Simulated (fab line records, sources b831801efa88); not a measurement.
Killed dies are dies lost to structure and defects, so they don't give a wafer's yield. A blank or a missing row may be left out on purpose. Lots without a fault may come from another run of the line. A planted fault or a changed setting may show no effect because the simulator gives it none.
A struck lot beside a sound one | flow sfq_line | 26 steps out of a route of 325
Sound: wafers L476.4, L476.5, L476.6. Struck: wafers L483.2, L483.4. (L483.6 of the same lot was not struck and is left out.) The cause comes at the end.
At each step with rows: each side's tool, then ch and its chambers, then its first start. Under that, the readings that differ: sound wafers | struck wafers | difference of the means | sigmas: that difference in standard deviations of wafers without a fault.
alike: readings whose means differ by less than 2 such deviations, and words and numbers that are the same on both sides. not compared: withheld readings, readings that some wafer has no value for, bounds like >300 that may hide the same value, and numbers for which the record gives no deviation and whose values overlap.
The two part at a step that has a row with sigmas, a row that says differs or no value, or rows on one side only. Numbers that don't overlap but have no deviation are shown without sigmas and don't part them. A reading that every wafer of one side lacks parts them only if that side has two wafers or more.

SFQ_L0_RS_MEAS_901: measures by four-point-probe.
  sound on film_metro-01, day 2 03:37; struck on film_metro-04, day 3 14:35
  alike: L0_MONX_KI_RS
SFQ_L0_THK_MEAS_902: measures by xrf.
  sound on film_metro-01, day 2 03:43; struck on film_metro-04, day 3 14:41
  alike: L0_MONX_KI_THK
then, 6 steps without rows for these wafers: SFQ_TRILAYER_L0_LITHO_COAT_010 (resist thk 62 nm); SFQ_TRILAYER_L0_LITHO_COAT_005 (resist thk 600 nm); SFQ_TRILAYER_L0_LITHO_SOFTBAKE_009; SFQ_TRILAYER_L0_LITHO_EXPOSE_006 (exposes mask L0, target cd 2000 nm); SFQ_TRILAYER_L0_LITHO_PEB_008 (peb time 60 s); SFQ_TRILAYER_L0_LITHO_DEVELOP_007 (time 60 s).
-- the record jumps here: 3 days lie between the struck wafers' starts before and after --
SFQ_TRILAYER_L0_BARC_OPEN_METAL_ETCH_010: etches BARC in O2, target depth 125 nm, time 41.7 s.
  sound on rie_metal-03 ch 0,1, day 5 01:50; struck on rie_metal-02 ch 0, day 6 11:56
  alike: drypump_motor_current_A, he_backside_leak_sccm, oes_product_au
  not compared: rf_hours_counter_h
then, 1 step without rows for these wafers: SFQ_TRILAYER_L0_ETCH_METAL_ETCH_008 (etches MoNx KI in SF6/O2, stops on SiO2, target depth 50 nm, time 25 s).
SFQ_TRILAYER_L0_STRIP_STRIP_009: strips in O2.
  sound on rie_metal-03 ch 0,1, day 5 02:07; struck on rie_metal-02 ch 0, day 6 12:02
  alike: drypump_motor_current_A, he_backside_leak_sccm, oes_product_au
  not compared: rf_hours_counter_h
then, 1 step without rows for these wafers: SFQ_TRILAYER_L0_STRIP_SOLV_CLEAN_010 (cleans in NMP, time 600 s).
SFQ_TRILAYER_L0_CAP_PECVD_011: deposits SiO2 from SiH4/N2O, time 13.333 s, target thk 60 nm.
  sound on pecvd-02 ch 0,1,2, day 5 02:42; struck on pecvd-02 ch 0, day 6 12:49
  reading                                             | sound                | struck     | difference                    | sigmas
  susceptor_temp_C (C)                                | 150.13 150.15 149.88 | - -        | no value on the struck wafers |
  model.SiO2_of_TRILAYER_L0_CAP_PECVD_011.thk_nm (nm) | 61.29 61.58 60.79    | 52.8 53.82 | -7.9                          |
  alike: chamber_pressure_Torr, heater_power_w, throttle_valve_pct
then, 6 steps without rows for these wafers: SFQ_TRILAYER_L0_VIA_LITHO_COAT_018 (resist thk 62 nm); SFQ_TRILAYER_L0_VIA_LITHO_COAT_013 (resist thk 650 nm); SFQ_TRILAYER_L0_VIA_LITHO_SOFTBAKE_017; SFQ_TRILAYER_L0_VIA_LITHO_EXPOSE_014 (exposes mask L0V, target cd 700 nm); SFQ_TRILAYER_L0_VIA_LITHO_PEB_016 (peb time 60 s); SFQ_TRILAYER_L0_VIA_LITHO_DEVELOP_015 (time 60 s).
-- the record jumps here: 3 days lie between the struck wafers' starts before and after --
SFQ_L0V_OVL_MEAS_903:
  sound on overlay-02, day 8 07:59; struck on overlay-01, day 9 19:56
  alike: L0V_OVL
SFQ_TRILAYER_L0_VIA_BARC_OPEN_VIA_ETCH_021: etches BARC in O2, target depth 125 nm, time 41.7 s.
  sound on rie_diel-02 ch 1,2,3, day 8 08:01; struck on rie_diel-02 ch 0,3, day 9 19:58
  alike: drypump_motor_current_A, oes_product_au
  not compared: rf_hours_counter_h
SFQ_TRILAYER_L0_VIA_ETCH_VIA_ETCH_016: etches SiO2 in CHF3, stops on MoNx KI, target depth 80 nm.
  sound on rie_diel-02 ch 1,2,3, day 8 08:03; struck on rie_diel-02 ch 0,3, day 9 20:01
  reading                         | sound             | struck      | difference | sigmas
  oes_product_au (a.u.)           | 0.852 0.845 0.845 | 0.790 0.795 | -0.055     | -8
  model.etch.depth_nm (nm)        | 61.29 61.58 60.79 | 52.8 53.82  | -7.9       |
  model.L0V.feature_depth_nm (nm) | 61.29 61.58 60.79 | 52.8 53.82  | -7.9       |
  alike: drypump_motor_current_A
SFQ_TRILAYER_L0_VIA_STRIP_STRIP_017: strips in O2.
  sound on rie_metal-02 ch 0,1, day 8 08:17; struck on rie_metal-04 ch 1, day 9 20:04
  reading               | sound             | struck      | difference | sigmas
  oes_product_au (a.u.) | 0.984 0.995 0.990 | 1.005 1.011 | +0.018     | +2
  alike: drypump_motor_current_A, he_backside_leak_sccm
  not compared: rf_hours_counter_h
then, 1 step without rows for these wafers: SFQ_TRILAYER_L0_VIA_STRIP_SOLV_CLEAN_018 (cleans in NMP, time 600 s).
SFQ_TRILAYER_M0_DEP_PRE_CLEAN_020: time 15 s.
  sound on pvd_sputter-05, day 8 08:52; struck on pvd_sputter-06, day 9 20:50
  reading                                             | sound             | struck     | difference | sigmas
  model.SiO2_of_TRILAYER_L0_CAP_PECVD_011.thk_nm (nm) | 56.29 56.58 55.79 | 47.8 48.82 | -7.9       |
SFQ_TRILAYER_M0_DEP_SPUTTER_019: material Nb, target thk 200 nm, time 133.3 s.
  sound on pvd_sputter-05, day 8 08:53; struck on pvd_sputter-06, day 9 20:52
  alike: throttle_valve_pct

WHERE THEY PART
First at SFQ_TRILAYER_L0_CAP_PECVD_011; last, within this record, at SFQ_TRILAYER_L0_VIA_STRIP_STRIP_017. Later steps at which nothing parts them and some readings are alike: SFQ_TRILAYER_M0_DEP_SPUTTER_019.

WHY: what the simulator had put in
Process parameter drift: pecvd-02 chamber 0, from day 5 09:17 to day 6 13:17, at SFQ_TRILAYER_L0_CAP_PECVD_011. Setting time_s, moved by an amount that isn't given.
